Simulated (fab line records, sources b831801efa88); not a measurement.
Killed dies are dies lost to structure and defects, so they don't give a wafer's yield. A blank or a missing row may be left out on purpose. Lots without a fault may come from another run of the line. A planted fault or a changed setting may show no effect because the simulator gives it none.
Which tool did it? | flow gf180mcu | 12 lots, 35 wafers sampled, at 7 steps of a route of 602

WHAT THE GAUGES READ, wafer by wafer
GF_NWELL_OVL_MEAS_07. Usual: NWELL_OVL -0.8 nm, standard deviation 1.2.
lot  | measured    | on         | NWELL_OVL (nm) | flag
L827 | day 3 13:28 | overlay-01 | -1.2 -2.0 -2.4 |
L828 | day 3 18:26 | overlay-02 | -0.2 -1.3 0.9  |
L836 | day 5 15:19 | overlay-01 | - - -          | OFF
L837 | day 5 19:55 | overlay-01 | - - -          | OFF
L838 | day 6 02:32 | overlay-02 | - - -          | OFF
L840 | day 6 12:01 | overlay-02 | -2.1 -0.3 -1.5 |
L841 | day 6 17:28 | overlay-01 | -2.5 -1.6 -2.0 |
L844 | day 7 10:46 | overlay-02 | -1.6 0.1 -2.0  |
L845 | day 7 16:02 | overlay-01 | -1.9 -0.2 -0.2 |
L847 | day 8 02:04 | overlay-01 | -1.5 -1.2 -0.1 |
L848 | day 8 05:54 | overlay-01 | -2.1 -1.6      |
L849 | day 8 12:13 | overlay-01 | -0.6 -2.0 0.0  |

GF_LVPWELL_TW_MEAS_11. Usual: LVPWELL_TW 555, standard deviation 5.1.
lot  | measured    | on            | LVPWELL_TW     | flag
L827 | day 4 03:31 | film_metro-03 | 549 549 549    |
L828 | day 4 08:25 | film_metro-02 | 564 563 567    |
L836 | day 6 07:22 | film_metro-03 | 1568 1558 1565 | OFF
L837 | day 6 10:40 | film_metro-03 | 1572 1569 1577 | OFF
L838 | day 6 18:14 | film_metro-03 | 1574 1573 1562 | OFF
L840 | day 7 03:40 | film_metro-02 | 559 560 564    |
L841 | day 7 10:26 | film_metro-03 | 558 560 557    |
L844 | day 8 03:49 | film_metro-01 | 556 557 555    |
L845 | day 8 08:06 | film_metro-03 | 550 552 553    |
L847 | day 8 19:05 | film_metro-02 | 566 570 566    |
L848 | day 8 23:56 | film_metro-01 | 558 557        |
L849 | day 9 05:59 | film_metro-03 | 555 553 554    |

GF_MVSD_TW_MEAS_11. Usual: MVSD_TW 1574, standard deviation 15.
lot  | measured    | on            | MVSD_TW        | flag
L827 | day 4 17:13 | film_metro-01 | 1542 1555 1562 |
L828 | day 4 22:07 | film_metro-03 | 1544 1554 1560 |
L836 | day 6 23:04 | film_metro-02 | 1986 1988 1994 | OFF
L837 | day 7 02:36 | film_metro-03 | 1965 1947 1967 | OFF
L838 | day 7 10:51 | film_metro-03 | 1959 1955 1966 | OFF
L840 | day 7 20:15 | film_metro-01 | 1583 1570 1574 |
L841 | day 8 02:20 | film_metro-02 | 1602 1607 1613 |
L844 | day 8 20:37 | film_metro-03 | 1556 1561 1569 |
L845 | day 9 01:24 | film_metro-01 | 1573 1575 1583 |
L847 | day 9 12:04 | film_metro-01 | 1575 1570 1569 |
L848 | day 9 17:14 | film_metro-03 | 1560 1562      |
L849 | day 9 23:37 | film_metro-03 | 1567 1557 1562 |

GF_CONTACT_BOW_MEAS_05. Usual: CONTACT_BOW 67 um, standard deviation 7.1.
lot  | measured     | on            | CONTACT_BOW (um) | flag
L827 | day 15 14:36 | film_metro-03 | 53 52 56         |
L828 | day 16 01:37 | film_metro-02 | 64 69 57         |
L836 | day 18 22:04 | film_metro-03 | 54 62 54         |
L837 | day 19 09:55 | film_metro-02 | 64 71 67         |
L838 | day 19 15:43 | film_metro-03 | 84 78 71         |
L840 | day 20 06:55 | film_metro-02 | 46 66 77         |
L841 | day 20 10:46 | film_metro-01 | 65 58 69         |
L844 | day 21 15:12 | film_metro-03 | 62 70 62         |
L845 | day 21 22:20 | film_metro-03 | 63 76 66         |
L847 | day 22 10:48 | film_metro-03 | 66 66 63         |
L848 | day 22 22:44 | film_metro-01 | 68 64            |
L849 | day 23 05:30 | film_metro-03 | 66 76 58         |

WHICH TOOL RAN EACH LOT (tool, then ch and the chambers of the sampled wafers, then the start)
lot  | GF_NWELL_COAT_02                 | GF_VT_IMPLANT_STRIP_20               | GF_HV_LDD_RTA_52
L827 | litho_track-04 ch 0, day 3 07:14 | plasma_asher-04 ch 0,1, day 6 12:30  | rtp_anneal-01 ch 0, day 12 18:12
L828 | litho_track-03 ch 0, day 3 12:08 | plasma_asher-04 ch 0,1, day 6 19:02  | rtp_anneal-01 ch 0, day 13 03:52
L836 | litho_track-03, day 5 08:00      | plasma_asher-04 ch 0,1, day 8 21:54  | rtp_anneal-01 ch 0, day 15 20:36
L837 | litho_track-03, day 5 11:50      | plasma_asher-04 ch 0,1, day 9 04:43  | rtp_anneal-02 ch 0, day 16 04:47
L838 | litho_track-04, day 5 18:52      | plasma_asher-02 ch 0,1, day 9 11:52  | rtp_anneal-01 ch 0, day 16 11:55
L840 | litho_track-04 ch 0, day 6 03:55 | plasma_asher-02 ch 0,1, day 9 22:42  | rtp_anneal-01 ch 0, day 17 02:10
L841 | litho_track-03 ch 0, day 6 08:56 | plasma_asher-03 ch 0,1, day 10 04:39 | rtp_anneal-01 ch 0, day 17 06:55
L844 | litho_track-03 ch 0, day 7 02:33 | plasma_asher-02 ch 0,1, day 11 02:54 | rtp_anneal-02 ch 0, day 18 10:35
L845 | litho_track-03 ch 0, day 7 08:02 | plasma_asher-04 ch 0,1, day 11 06:39 | rtp_anneal-01 ch 0, day 18 17:55
L847 | litho_track-04 ch 0, day 7 17:40 | plasma_asher-02 ch 0,1, day 11 17:54 | rtp_anneal-01 ch 0, day 19 06:40
L848 | litho_track-04 ch 0, day 7 22:11 | plasma_asher-02 ch 0,1, day 12 00:21 | rtp_anneal-01 ch 0, day 19 19:01
L849 | litho_track-03 ch 0, day 8 03:41 | plasma_asher-04 ch 0,1, day 12 08:03 | rtp_anneal-02 ch 0, day 20 00:58
- GF_NWELL_COAT_02: resist thk 3000 nm.
- GF_VT_IMPLANT_STRIP_20: strips in O2/N2.
- GF_HV_LDD_RTA_52: time 10 s.

WHAT THE TOOLS THEMSELVES READ (means of the sampled wafers that have a number; where no wafer has one, the mark that the record gives instead)
GF_NWELL_COAT_02. Usual: chill_plate_temp_C 23.01 C, standard deviation 0.11; dispense_pressure_kPa 50.8 kPa, standard deviation 0.74.
lot  | tool           | chill_plate_temp_C (C) | dispense_pressure_kPa (kPa) | flag
L827 | litho_track-04 | 23.05                  | 51.6                        |
L828 | litho_track-03 | 23.02                  | 50.8                        |
L836 | litho_track-03 | -                      | -                           | OFF
L837 | litho_track-03 | -                      | -                           | OFF
L838 | litho_track-04 | -                      | -                           | OFF
L840 | litho_track-04 | 23.03                  | 51.7                        |
L841 | litho_track-03 | 22.96                  | 50.8                        |
L844 | litho_track-03 | 23.12                  | 50.8                        |
L845 | litho_track-03 | 22.84                  | 50.8                        |
L847 | litho_track-04 | 22.96                  | 51.7                        |
L848 | litho_track-04 | 23.16                  | 51.7                        |
L849 | litho_track-03 | 22.90                  | 50.8                        |

GF_VT_IMPLANT_STRIP_20. Usual: chamber_pressure_mTorr 1500 mTorr, standard deviation 4.1; drypump_motor_current_A 5.7 A, standard deviation 0.36; heater_power_w 331 W, standard deviation 50; oes_product_au 0.717 a.u., standard deviation 0.0045; platen_temp_c 249.98 C, standard deviation 0.16; strip_time_to_endpoint_s 12.66 s, standard deviation 0.035.
lot  | tool            | chamber_pressure_mTorr (mTorr) | drypump_motor_current_A (A) | heater_power_w (W) | oes_product_au (a.u.) | platen_temp_c (C) | strip_time_to_endpoint_s (s) | flag
L827 | plasma_asher-04 | 1500                           | 5.4                         | 293                | 0.715                 | 250.03            | 12.65                        |
L828 | plasma_asher-04 | 1500                           | 5.4                         | 297                | 0.712                 | 249.93            | 12.69                        |
L836 | plasma_asher-04 | 1500                           | 5.4                         | 316                | 0.715                 | 249.87            | 12.63                        |
L837 | plasma_asher-04 | 1500                           | 5.4                         | 295                | 0.713                 | 249.89            | 12.68                        |
L838 | plasma_asher-02 | 1501                           | 6.1                         | 355                | 0.721                 | 249.97            | 12.65                        |
L840 | plasma_asher-02 | 1500                           | 6.1                         | 351                | 0.711                 | 249.74            | 12.70                        |
L841 | plasma_asher-03 | 1499                           | 5.6                         | 316                | 0.720                 | 250.11            | 12.65                        |
L844 | plasma_asher-02 | 1500                           | 6.1                         | 359                | 0.718                 | 250.12            | 12.68                        |
L845 | plasma_asher-04 | 1499                           | 5.4                         | 314                | 0.717                 | 249.95            | 12.62                        |
L847 | plasma_asher-02 | 1500                           | 6.1                         | 355                | 0.718                 | 249.78            | 12.68                        |
L848 | plasma_asher-02 | 1501                           | 6.0                         | 352                | 0.715                 | 249.94            | 12.67                        |
L849 | plasma_asher-04 | 1501                           | 5.4                         | 298                | 0.717                 | 249.92            | 12.69                        |

GF_HV_LDD_RTA_52. Usual: lamp_power_pct 31.7 %, standard deviation 1.5; wafer_temp_C_max 1003.6, standard deviation 1.2.
lot  | tool          | lamp_power_pct (%) | wafer_temp_C_max | flag
L827 | rtp_anneal-01 | 32.9               | 1003.3           |
L828 | rtp_anneal-01 | 33.0               | 1002.3           |
L836 | rtp_anneal-01 | 33.0               | 1003.2           |
L837 | rtp_anneal-02 | 29.9               | 1004.2           |
L838 | rtp_anneal-01 | 32.9               | 1002.4           |
L840 | rtp_anneal-01 | 33.0               | 1002.7           |
L841 | rtp_anneal-01 | 33.0               | 1002.8           |
L844 | rtp_anneal-02 | 29.8               | 1004.1           |
L845 | rtp_anneal-01 | 33.0               | 1002.5           |
L847 | rtp_anneal-01 | 33.0               | 1003.0           |
L848 | rtp_anneal-01 | 33.0               | 1002.5           |
L849 | rtp_anneal-02 | 29.9               | 1004.6           |

THE ANSWER, worked out from the rows above alone
Rule: a lot is off if the mean of its wafers that have a number lies more than 3 standard deviations from the usual mean. A lot without any number at a reading at which 4 lots or more have one is off too. The other lots that the step has rows for count as sound. The gauges are gone through in route order, then the tools' own readings, and for those a lot's mean is taken as printed above. The first step at which some lot is off is used, and at that step the reading that is off furthest; a lot without a number counts as furthest.
Off: L836, L837, L838, at GF_NWELL_OVL_MEAS_07 (NWELL_OVL). Without a number there: L836, L837, L838.
A tool fits if, at a process step before that reading, it ran every lot that is off, and no sound lot after the first of them. The gauges at GF_NWELL_OVL_MEAS_07 aren't tried: what is off there is off at GF_LVPWELL_TW_MEAS_11 too, on other tools, and a gauge's error can't cause that. None of those tried fits.

WHAT THE SIMULATOR HAD PUT IN
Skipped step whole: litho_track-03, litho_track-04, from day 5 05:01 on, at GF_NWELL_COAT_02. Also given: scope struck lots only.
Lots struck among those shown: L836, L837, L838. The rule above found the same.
